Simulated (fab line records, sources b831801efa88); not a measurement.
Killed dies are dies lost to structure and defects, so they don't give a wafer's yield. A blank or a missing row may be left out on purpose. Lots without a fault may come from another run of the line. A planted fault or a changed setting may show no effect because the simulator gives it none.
Which tool did it? | flow sky130 | 11 lots, 33 wafers sampled, at 5 steps of a route of 708

WHAT THE GAUGES READ, wafer by wafer
SKY_VT_ADJUST_NCORE_OVL_MEAS_08.
lot  | measured     | on         | VT_ADJUST_NCORE_OVL (nm)
L748 | day 9 11:56  | overlay-01 | 0.4 0.4 -0.3
L749 | day 9 21:41  | overlay-01 | 0.4 0.9 0.9
L750 | day 10 01:56 | overlay-02 | -0.3 1.0 -0.6
L751 | day 10 04:11 | overlay-01 | 0.3 1.7 -0.9
L752 | day 10 05:26 | overlay-01 | -0.5 1.5 1.8
L754 | day 10 19:22 | overlay-02 | 1.1 1.1 3.5
L755 | day 11 06:58 | overlay-02 | 0.1 0.0 0.5
L759 | day 12 01:59 | overlay-02 | 2.1 3.1 4.0
L768 | day 15 00:58 | overlay-02 | -1.1 -0.7 0.4
L769 | day 15 02:32 | overlay-01 | -0.6 2.2 0.0
L770 | day 15 11:24 | overlay-01 | -1.4 0.6 -2.7

SKY_SONOS_TUNNEL_OVL_MEAS_08.
lot  | measured     | on         | SONOS_TUNNEL_OVL (nm)
L748 | day 12 10:19 | overlay-01 | 0.4 -0.8 -0.2
L749 | day 12 20:46 | overlay-01 | -1.2 -3.1 -1.3
L750 | day 13 01:07 | overlay-02 | 1.2 0.3 1.1
L751 | day 13 03:50 | overlay-01 | -1.5 -0.8 0.3
L752 | day 13 05:32 | overlay-01 | 1.6 -0.5 0.4
L754 | day 13 21:15 | overlay-02 | 2.1 0.3 1.0
L755 | day 14 10:43 | overlay-01 | 0.7 -0.9 -1.3
L759 | day 15 07:31 | overlay-01 | 3.1 0.9 3.1
L768 | day 18 16:17 | overlay-02 | -1.6 0.2 0.3
L769 | day 18 18:34 | overlay-02 | -0.8 0.0 -0.7
L770 | day 19 03:58 | overlay-01 | -2.0 0.1 -0.3

SKY_SONOS_ONO_THK_MEAS_05.
lot  | measured     | on            | SONOS_ONO_CVD_04_THK (nm)
L748 | day 12 16:56 | film_metro-01 | 5.71 5.75 5.76
L749 | day 13 03:41 | film_metro-01 | 5.71 5.68 5.73
L750 | day 13 05:52 | film_metro-04 | 5.62 5.61 5.79
L751 | day 13 09:11 | film_metro-04 | 5.48 5.55 5.46
L752 | day 13 11:25 | film_metro-01 | 5.69 5.89 5.83
L754 | day 14 03:30 | film_metro-01 | 5.70 5.62 5.61
L755 | day 14 16:17 | film_metro-03 | 5.90 5.83 5.74
L759 | day 15 13:39 | film_metro-01 | 7.66 7.62 7.77
L768 | day 19 00:25 | film_metro-01 | 5.53 5.63 5.54
L769 | day 19 00:26 | film_metro-04 | 5.67 5.61 5.59
L770 | day 19 08:14 | film_metro-01 | 5.48 5.56 5.45

WHICH TOOL RAN EACH LOT (tool, then ch and the chambers of the sampled wafers, then the start)
lot  | SKY_VT_ADJUST_NCORE_STRIP_10         | SKY_SONOS_ONO_CVD_04
L748 | plasma_asher-04 ch 0,1, day 9 12:07  | lpcvd-03 ch 0, day 12 15:41
L749 | plasma_asher-01 ch 0,1, day 9 21:53  | lpcvd-03 ch 0, day 13 02:24
L750 | plasma_asher-04 ch 0,1, day 10 02:07 | lpcvd-03 ch 0, day 13 04:37
L751 | plasma_asher-02 ch 0,1, day 10 04:22 | lpcvd-03 ch 0, day 13 07:55
L752 | plasma_asher-02 ch 0,1, day 10 05:37 | lpcvd-03 ch 0, day 13 10:10
L754 | plasma_asher-04 ch 0,1, day 10 19:34 | lpcvd-03 ch 1, day 14 02:15
L755 | plasma_asher-02 ch 0,1, day 11 07:10 | lpcvd-03 ch 1, day 14 15:02
L759 | plasma_asher-04 ch 0,1, day 12 02:11 | lpcvd-03 ch 1, day 15 11:47
L768 | plasma_asher-04 ch 0,1, day 15 01:08 | lpcvd-03 ch 1, day 18 23:10
L769 | plasma_asher-04 ch 0,1, day 15 02:44 | lpcvd-03 ch 0, day 18 23:10
L770 | plasma_asher-04 ch 1, day 15 11:35   | lpcvd-03 ch 0, day 19 06:59
- SKY_VT_ADJUST_NCORE_STRIP_10: strips in O2/N2.
- SKY_SONOS_ONO_CVD_04: deposits SiO2 from SiH4/N2O, target thk 5.7199 nm.

WHAT THE TOOLS THEMSELVES READ (means of the sampled wafers that have a number; where no wafer has one, the mark that the record gives instead)
SKY_VT_ADJUST_NCORE_STRIP_10.
lot  | tool            | chamber_pressure_mTorr (mTorr) | drypump_motor_current_A (A) | oes_product_au (a.u.) | strip_time_to_endpoint_s (s)
L748 | plasma_asher-04 | 1500.3                         | 5.8                         | 0.719                 | 14.22
L749 | plasma_asher-01 | 1499.8                         | 5.9                         | 0.716                 | 14.20
L750 | plasma_asher-04 | 1499.6                         | 5.8                         | 0.713                 | 14.16
L751 | plasma_asher-02 | 1500.9                         | 5.2                         | 0.714                 | 14.18
L752 | plasma_asher-02 | 1500.1                         | 5.1                         | 0.717                 | 14.26
L754 | plasma_asher-04 | 1499.5                         | 5.9                         | 0.716                 | 14.24
L755 | plasma_asher-02 | 1501.2                         | 5.1                         | 0.714                 | 14.17
L759 | plasma_asher-04 | 1500.3                         | 5.8                         | 0.722                 | 14.19
L768 | plasma_asher-04 | 1499.9                         | 5.9                         | 0.715                 | 14.18
L769 | plasma_asher-04 | 1500.3                         | 5.8                         | 0.716                 | 14.21
L770 | plasma_asher-04 | 1500.9                         | 6.0                         | 0.710                 | 14.23

SKY_SONOS_ONO_CVD_04.
lot  | tool     | spike_tc_bottom_C (C) | spike_tc_centre_C (C) | spike_tc_lower_C (C) | spike_tc_top_C (C) | spike_tc_upper_C (C) | susceptor_temp_C (C) | zone_power_centre_pct (%) | zone_power_lower_pct (%)
L748 | lpcvd-03 | 916.7                 | 901.8                 | 901.3                | 912.8              | 899.6                | 899.5                | 17.77                     | 16.71
L749 | lpcvd-03 | 916.6                 | 900.3                 | 899.4                | 912.2              | 899.6                | 900.2                | 17.78                     | 16.69
L750 | lpcvd-03 | 916.3                 | 900.9                 | 899.7                | 913.0              | 900.0                | 899.8                | 17.89                     | 16.67
L751 | lpcvd-03 | 916.6                 | 900.6                 | 900.4                | 913.7              | 899.6                | 900.0                | 17.63                     | 16.52
L752 | lpcvd-03 | 915.8                 | 901.5                 | 900.2                | 912.7              | 900.7                | 899.9                | 17.78                     | 16.64
L754 | lpcvd-03 | 919.6                 | 899.2                 | 900.9                | 909.8              | 902.0                | 900.0                | 18.06                     | 16.83
L755 | lpcvd-03 | 919.3                 | 899.7                 | 900.4                | 909.2              | 901.8                | 900.2                | 17.75                     | 17.00
L759 | lpcvd-03 | 937.6                 | 918.3                 | 918.3                | 927.3              | 921.6                | 919.0                | 18.93                     | 17.77
L768 | lpcvd-03 | 919.9                 | 899.2                 | 898.9                | 909.9              | 902.0                | 899.2                | 18.06                     | 16.97
L769 | lpcvd-03 | 917.9                 | 901.3                 | 899.1                | 913.5              | 899.2                | 900.1                | 17.54                     | 16.80
L770 | lpcvd-03 | 917.8                 | 901.4                 | 899.8                | 912.9              | 900.1                | 899.7                | 17.62                     | 16.63

THE ANSWER, worked out from the rows above alone
Rule: what is usual is taken from the lots themselves. Put in order of their means at a reading, lots are off if they are a third of the lots or fewer, leave a main group of 4 or more, and stand apart from it by a gap of 3 or more times the standard deviation of the main group's means; of several such gaps the widest counts. A main group whose means are all the same, to the digits that the tables above print for the reading, isn't used. A lot without any number at a reading at which 4 lots or more have one is off too. The other lots that the step has rows for count as sound. The gauges are gone through in route order, then the tools' own readings, and for those a lot's mean is taken as printed above. The first step at which some lot is off is used, and at that step the reading that is off furthest; a lot without a number counts as furthest.
Off: L759, at SKY_SONOS_ONO_THK_MEAS_05 (SONOS_ONO_CVD_04_THK). The main group: mean 5.66 nm, standard deviation 0.11.
A tool fits if, at a process step before that reading, it ran every lot that is off, and no sound lot after the first of them. The gauges at SKY_SONOS_ONO_THK_MEAS_05 aren't tried: what is off there is off at SKY_SONOS_ONO_CVD_04 too, on other tools, and a gauge's error can't cause that. None of those tried fits.

WHAT THE SIMULATOR HAD PUT IN
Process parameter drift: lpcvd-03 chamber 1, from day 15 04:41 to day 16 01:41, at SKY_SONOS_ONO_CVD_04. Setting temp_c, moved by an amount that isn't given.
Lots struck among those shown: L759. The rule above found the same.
